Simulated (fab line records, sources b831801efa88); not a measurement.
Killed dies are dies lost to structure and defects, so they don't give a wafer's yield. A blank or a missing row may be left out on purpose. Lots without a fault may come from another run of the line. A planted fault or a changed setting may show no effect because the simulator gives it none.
fab line records | flow sky130
record lots=6 wafers=18 last_day=50
route steps=708 shown METAL4@623
lots that met no fault: from a run of the same line without faults
start_h: hours from the record's first day to the start of the lot's first wafer shown | wait_h: hours since the lot's step before | " the same as in the row above | L1.1+2: a row that stands for several wafers | - no value, or no start given | * or withheld: withheld | < > ~ a bound
route shown NAME@n: a module of which the file shows steps, and the number in the route of the first | usual: mean/standard deviation of fault-free wafers | same: alike in all rows | chamber/n: place in a boat | sites: the reading at each site | _std_site: their standard deviation | _edge_site: outer sites' mean less inner sites' | radius_mm: how far each site lies from the wafer's centre | mask NAME#n: copy n | behind: the tool/chamber that last shaped the wafer | hold: why the lot was held/for how many hours/how that ended | device: the transistor (n, p or np) that didn't switch | end of line: the same wafers' tests at the end of the route | a step without rows: its recipe alone | killed: dies lost to structure and defects at the first sort, not the wafer's yield | map: a wafer's dies, x killed, . not, _ none there
set.NAME: the setting as run; set.NAME@STEP: as run at that earlier step | model.NAME: the simulator's own value behind a step, which no gauge read
lots at some steps of the route; a table a step, a row a wafer
services: from which hour (start_h, from the record's first day; less than 0 if before it) a tool's chamber was out of use, for how many hours, and why
## steps
# step SKY_METAL4_COAT_07
# recipe resist=BARC temp_c=withheld time_s=withheld spin_rpm=3000 resist_thk_nm=60
# step SKY_METAL4_COAT_08
# recipe resist=KrF-thick spin_rpm=3000 resist_thk_nm=1140
# step SKY_METAL4_SOFTBAKE_09
# recipe temp_c=100 time_s=90 resist=KrF-thick
# step SKY_METAL4_EXPOSE_10
# recipe mask_id=MM4 na=0.68 source_shape=annular sigma_inner=0.4 sigma_outer=0.8 target_cd_nm=300 dose_mj=28
# step SKY_METAL4_PEB_11
# recipe peb_temp_c=withheld peb_time_s=withheld resist=KrF-thick
# step SKY_METAL4_DEVELOP_12
# recipe develop_time_s=60 resist=KrF-thick dev_temp_c=21
# step SKY_METAL4_CD_MEAS_13
# recipe target_cd_nm=300
# usual cd_nm=299.6/1.6
# columns lot.wafer tool chamber start_h wait_h cd_nm
L904.4 cd_sem-02 - 980.07 - 302.3
L904.5 " - " " 301.3
L904.6 " - " " 300.6
L910.1 cd_sem-01 - 1021.21 - 300.9
L910.2 " - " " 300.1
L910.4 " - " " 299.5
L914.1 cd_sem-01 - 1041.09 - 301.8
L914.4 " - " " 301.5
L914.6 " - " " 302.6
L919.2 cd_sem-01 - 1075.33 - 301.3
L919.5 " - " " 301.9
L919.6 " - " " 300.1
L920.3 cd_sem-02 - 1081.03 - 298.1
L920.4 " - " " 296.5
L920.6 " - " " 298.5
L927.2 cd_sem-02 - 1120.34 - 302.2
L927.4 " - " " 302.9
L927.5 " - " " 300.7
# step SKY_METAL4_OVL_MEAS_14
# usual METAL4_OVL=2/5.8
# columns lot.wafer tool chamber start_h wait_h METAL4_OVL[nm]
L904.4 overlay-01 - 980.15 0.1 -1
L904.5 " - " " 8
L904.6 " - " " 3
L910.1 overlay-02 - 1021.33 0.1 5
L910.2 " - " " 3
L910.4 " - " " -4
L914.1 overlay-01 - 1041.21 0.1 2
L914.4 " - " " 0
L914.6 " - " " -2
L919.2 overlay-01 - 1075.44 0.1 4
L919.5 " - " " -1
L919.6 " - " " -4
L920.3 overlay-01 - 1081.12 0.1 -3
L920.4 " - " " 3
L920.6 " - " " -1
L927.2 overlay-02 - 1120.45 0.1 1
L927.4 " - " " -10
L927.5 " - " " -6
# step SKY_METAL4_DESCUM_15
# recipe chemistry=O2 source_power_w=150 bias_power_w=0 pressure_mtorr=10 temp_c=40 time_s=8
# usual drypump_motor_current_A=5.6/0.42 he_backside_leak_sccm=3.37/0.18 oes_product_au=1.000/0.01
# columns lot.wafer tool chamber start_h wait_h drypump_motor_current_A he_backside_leak_sccm oes_product_au rf_hours_counter_h
L904.4 rie_metal-01 0 980.18 0.0 6.2 3.22 1.001 -
L904.5 " 0 " " 6.2 3.17 1.006 -
L904.6 " 1 " " 5.0 3.61 0.995 -
L910.1 rie_metal-02 0 1021.37 0.0 5.7 3.35 1.010 1
L910.2 " 1 " " 5.3 3.41 0.988 13
L910.4 " 1 " " 5.3 3.37 0.981 -
L914.1 rie_metal-01 0 1041.25 0.0 6.2 3.27 0.999 18
L914.4 " 1 " " 5.0 3.51 0.993 -
L914.6 " 0 " " 6.2 3.27 1.008 -
L919.2 rie_metal-01 0 1075.47 0.0 6.2 3.24 1.010 20
L919.5 " 1 " " 5.0 3.41 1.014 -
L919.6 " 0 " " 6.2 3.18 1.006 -
L920.3 rie_metal-02 1 1081.16 0.0 5.3 4.77 0.992 -
L920.4 " 0 " " 5.8 3.32 0.992 -
L920.6 " 1 " " 5.3 3.47 0.981 -
L927.2 rie_metal-01 0 1120.48 0.0 6.2 3.20 1.007 24
L927.4 " 1 " " 5.0 3.32 1.006 -
L927.5 " 0 " " 6.2 3.17 1.014 -
# step SKY_METAL4_ETCH_16
# recipe chemistry=N2/H2 target=BARC ion_energy_ev=200 bias_w=100 pressure_mtorr=30 n2_flow_sccm=100 h2_flow_sccm=200 icp_w=500 stop_on=SiO2 time_s=88.2 target_depth_a=600
# usual drypump_motor_current_A=5.6/0.41 he_backside_leak_sccm=3.37/0.29 oes_product_au=0.626/0.0045 throttle_valve_pct=13.205/0.0092
# columns lot.wafer tool chamber start_h wait_h drypump_motor_current_A he_backside_leak_sccm oes_product_au rf_hours_counter_h throttle_valve_pct
L904.4 rie_metal-01 0 980.23 0.0 6.2 3.21 0.623 - 13.212
L904.5 " 0 " " 6.1 3.21 0.625 - 13.203
L904.6 " 1 " " 5.0 3.43 0.622 - 13.212
L910.1 rie_metal-02 0 1021.40 0.0 5.8 3.24 0.619 1 13.209
L910.2 " 1 " " 5.3 3.48 0.625 13 13.200
L910.4 " 1 " " 5.3 3.32 0.620 - 13.203
L914.1 rie_metal-01 0 1041.28 0.0 6.2 3.22 0.622 18 13.203
L914.4 " 1 " " 5.0 3.46 0.620 - 13.203
L914.6 " 0 " " 6.2 3.19 0.625 - 13.197
L919.2 rie_metal-01 0 1075.50 0.0 6.2 3.20 0.624 20 13.205
L919.5 " 1 " " 5.1 3.22 0.629 - 13.186
L919.6 " 0 " " 6.1 3.26 0.623 - 13.209
L920.3 rie_metal-02 1 1081.23 0.1 5.3 3.45 0.625 - 13.225
L920.4 " 0 " " 5.7 4.79 0.625 - 13.220
L920.6 " 1 " " 5.3 3.46 0.617 - 13.199
L927.2 rie_metal-01 0 1120.51 0.0 6.2 3.14 0.626 24 13.223
L927.4 " 1 " " 5.0 3.42 0.621 - 13.197
L927.5 " 0 " " 6.1 3.14 0.629 - 13.180
# step SKY_METAL4_ETCH_17
# recipe target=SiO2 stop_on=TiN chemistry=C4F8/O2/Ar source_w=1500 bias_w=1200 pressure_mtorr=40 c4f8_flow_sccm=withheld O2_flow_sccm=6 Ar_flow_sccm=300 time_s=3.9 target_depth_a=150
# usual oes_product_au=0.755/0.0073
# columns lot.wafer tool chamber start_h wait_h oes_product_au rf_hours_counter_h
L904.4 rie_diel-03 3 980.30 0.0 0.750 18
L904.5 " 0 " " 0.752 -
L904.6 " 3 " " 0.749 -
L910.1 rie_diel-02 0 1021.50 0.1 0.754 21
L910.2 " 2 " " 0.759 8
L910.4 " 3 " " 0.762 14
L914.1 rie_diel-03 3 1041.38 0.1 0.761 20
L914.4 " 1 " " 0.761 23
L914.6 " 1 " " 0.754 -
L919.2 rie_diel-03 1 1075.60 0.1 0.745 24
L919.5 " 0 " " 0.749 -
L919.6 " 3 " " 0.753 -
L920.3 rie_diel-01 2 1081.32 0.0 0.755 7
L920.4 " 3 " " 0.761 13
L920.6 " 3 " " 0.746 -
L927.2 rie_diel-03 2 1120.61 0.1 0.749 8
L927.4 " 1 " " 0.746 26
L927.5 " 1 " " 0.746 -
# step SKY_METAL4_METAL_ETCH_18
# recipe target_depth_a=8450 stop_on=SiO2 over_etch_frac=0.3 time_s=183.1 chemistry=Cl2/BCl3 resist_sidewall_deg=88 pressure_mtorr=10 icp_w=900 bias_w=48.5 Cl2_flow_sccm=60 bcl3_flow_sccm=30
# usual drypump_motor_current_A=5.5/0.34 he_backside_leak_sccm=3.38/0.16 oes_product_au=0.867/0.0069 throttle_valve_pct=22.263/0.0091
# columns lot.wafer tool chamber start_h wait_h drypump_motor_current_A he_backside_leak_sccm oes_product_au rf_hours_counter_h throttle_valve_pct
L904.4 rie_metal-02 1 980.37 0.1 5.3 3.58 0.874 - 22.264
L904.5 " 1 " " 5.3 3.35 0.882 - 22.262
L904.6 " 0 " " 5.7 3.29 0.870 - 22.274
L910.1 rie_metal-04 1 1021.51 0.0 5.5 3.32 0.856 6 22.271
L910.2 " 0 " " 5.5 3.53 0.866 8 22.262
L910.4 " 1 " " 5.4 3.42 0.856 - 22.259
L914.1 rie_metal-02 0 1041.40 0.0 5.7 3.30 0.877 2 22.276
L914.4 " 0 " " 5.7 3.23 0.872 - 22.258
L914.6 " 1 " " 5.3 3.41 0.862 - 22.250
L919.2 rie_metal-04 1 1075.61 0.0 5.5 3.42 0.879 11 22.251
L919.5 " 1 " " 5.5 3.51 0.867 - 22.268
L919.6 " 0 " " 5.5 3.25 0.872 - 22.272
L920.3 rie_metal-01 1 1081.40 0.1 5.0 3.51 0.858 - 22.267
L920.4 " 0 " " 6.2 3.28 0.861 - 22.263
L920.6 " 1 " " 5.0 3.55 0.870 - 22.257
L927.2 rie_metal-04 1 1120.63 0.0 5.5 3.45 0.870 14 22.267
L927.4 " 1 " " 5.5 3.64 0.872 - 22.261
L927.5 " 0 " " 5.5 3.13 0.859 - 22.256
# step SKY_METAL4_STRIP_19
# recipe chemistry=O2/N2 power_w=1400 pressure_mtorr=1500 platen_temp_c=withheld o2_flow_sccm=3000 n2_flow_sccm=300 overash_fraction=0.5
# usual chamber_pressure_mTorr=1500.0/1.2 drypump_motor_current_A=6.03/0.21 oes_product_au=0.501/0.0061 strip_time_to_endpoint_s=6.52/0.094
# columns lot.wafer tool chamber start_h wait_h chamber_pressure_mTorr drypump_motor_current_A oes_product_au rf_hours_counter_h strip_time_to_endpoint_s model.KrF-thick_of_METAL4_COAT_08.thk_nm
L904.4 plasma_asher-04 0 980.53 0.1 1500.2 6.10 0.500 - 6.63 0
L904.5 " 1 " " 1499.5 5.66 0.510 - 6.65 0
L904.6 " 0 " " 1501.2 6.08 0.495 - 6.46 0
L910.1 plasma_asher-02 0 1021.69 0.1 1500.4 6.03 0.490 30 6.37 0
L910.2 " 1 " " 1501.2 6.25 0.509 30 6.61 0
L910.4 " 0 " " 1500.2 6.00 0.493 - 6.36 0
L914.1 plasma_asher-02 0 1041.57 0.1 1499.6 5.98 0.494 32 6.51 0
L914.4 " 1 " " 1499.5 6.25 0.500 - 6.54 0
L914.6 " 1 " " 1501.5 6.25 0.512 - 6.63 0
L919.2 plasma_asher-04 1 1075.79 0.1 - - - - - 512.8
L919.5 " 0 " " - - - - - 517.9
L919.6 " 1 " " - - - - - 532.5
L920.3 plasma_asher-01 1 1081.55 0.1 - - - - - 516.1
L920.4 " 0 " " - - - - - 508.1
L920.6 " 0 " " - - - - - 519.8
L927.2 plasma_asher-04 0 1120.81 0.1 1498.4 6.07 0.501 102 6.32 0
L927.4 " 1 " " 1498.1 5.67 0.489 - 6.32 0
L927.5 " 0 " " 1500.0 6.05 0.493 - 6.48 0
# step SKY_METAL4_STRIP_20
# recipe chemistry=post_etch_residue_remover time_s=1200 temp_c=72.5
## services
# columns tool chamber start_h hours kind
plasma_asher-04 - 960.96 0.7 repair
plasma_asher-04 - 964.69 4.1 repair
rie_diel-01 1 965.38 9.6 repair
rie_metal-02 0 987.35 - clean
rie_metal-02 0 987.35 21.1 scheduled_down
rie_metal-02 0 987.35 21.1 vent_cycle
plasma_asher-01 - 1007.58 1.1 repair
rie_diel-03 2 1012.11 2.4 repair
rie_diel-01 2 1016.31 5.4 repair
rie_metal-02 - 1025.07 2.8 pm
plasma_asher-01 - 1055.25 9.0 pm
plasma_asher-01 0 1055.25 9.0 vent_cycle
plasma_asher-01 1 1055.25 9.0 vent_cycle
rie_diel-01 0 1061.07 9.2 repair
plasma_asher-01 0 1064.25 - clean
plasma_asher-01 1 1064.25 - clean
rie_diel-03 1 1064.36 2.9 repair
rie_diel-02 0 1107.63 2.9 repair
plasma_asher-01 - 1116.96 13.4 repair
## key
first_sign step=SKY_METAL4_STRIP_19 reading=tool_record direction=missing
effect none on later readings
model_effect step=SKY_METAL4_STRIP_19 value=KrF-thick_of_METAL4_COAT_08.thk_nm without=0 struck=517.9
met_at SKY_METAL4_STRIP_19
struck_wafers L919.2,L919.5,L919.6,L920.3,L920.4,L920.6
later_rows_left_out L919.2,L919.5,L919.6,L920.3,L920.4,L920.6
sort_left_out L919.2,L919.5,L919.6,L920.3,L920.4,L920.6
onset_between 980.53 1075.79
fault kind=skipped_step_whole tool=plasma_asher-01,plasma_asher-04 chamber=- onset_h=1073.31 steps=SKY_METAL4_STRIP_19 scope=struck_lots_only
# sort_left_out: the simulated sort isn't trusted on such a fault, so these wafers' sort isn't shown, and their yield isn't known
# later_rows_left_out: the simulator's readings of these wafers behind a module that went badly wrong aren't trusted and aren't shown, but for the sort
